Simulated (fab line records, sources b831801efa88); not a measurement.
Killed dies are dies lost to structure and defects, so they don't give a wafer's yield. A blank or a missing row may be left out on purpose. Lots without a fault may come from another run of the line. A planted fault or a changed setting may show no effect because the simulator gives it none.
Chamber matching | flow sky130 | SKY_VIA4_ETCH_12 on rie_diel-01: 4 sister chambers
The step etches SiO2 in C4F8/O2/Ar, stops on TiN, target depth 580 nm. 7 wafers are shown with their chamber, then 8 later ones without.

WAFERS WITH THEIR CHAMBER
wafer  | chamber | oes_product_au (a.u.)
L085.1 | 3       | 0.923
L085.4 | 1       | 0.926
L085.5 | 0       | 0.914
L088.1 | 0       | 0.927
L088.4 | 2       | 0.931
L088.6 | 2       | 0.922
L092.1 | 3       | 0.929

WAFERS WITHOUT THEIR CHAMBER
wafer  | oes_product_au (a.u.)
L092.3 | 0.926
L092.4 | 0.920
L093.2 | 0.926
L093.3 | 0.917
L093.4 | 0.929
L096.1 | 0.928
L096.3 | 0.924
L096.5 | 0.930

WHICH CHAMBER EACH WENT THROUGH
wafer  | from the rows above               | in truth
L092.3 | can't be placed: 1 or 3 or 2 or 0 | 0
L092.4 | can't be placed: 0 or 1 or 3 or 2 | 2
L093.2 | can't be placed: 1 or 3 or 2 or 0 | 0
L093.3 | can't be placed: 0 or 1 or 3 or 2 | 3
L093.4 | can't be placed: 2 or 1 or 3 or 0 | 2
L096.1 | can't be placed: 2 or 1 or 3 or 0 | 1
L096.3 | can't be placed: 1 or 3 or 2 or 0 | 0
L096.5 | can't be placed: 2 or 1 or 3 or 0 | 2
Placed correctly: 0 of 8. Can't be placed from these rows: 8 (the true chamber is among the candidates in 8). Placed wrongly: 0.
How it was worked out, from the rows above alone: a wafer's distance from a chamber is the root of the sum, over the readings, of the square of ((its reading less the chamber's mean) divided by the reading's scatter). The wafer belongs to the nearest chamber; if the next one is less than 2 further off, it can't be placed. A chamber's mean is the mean of its shown wafers. The scatter: the root of (the sum of the squares of (reading less its chamber's mean) over the shown wafers, divided by (wafers less chambers)).
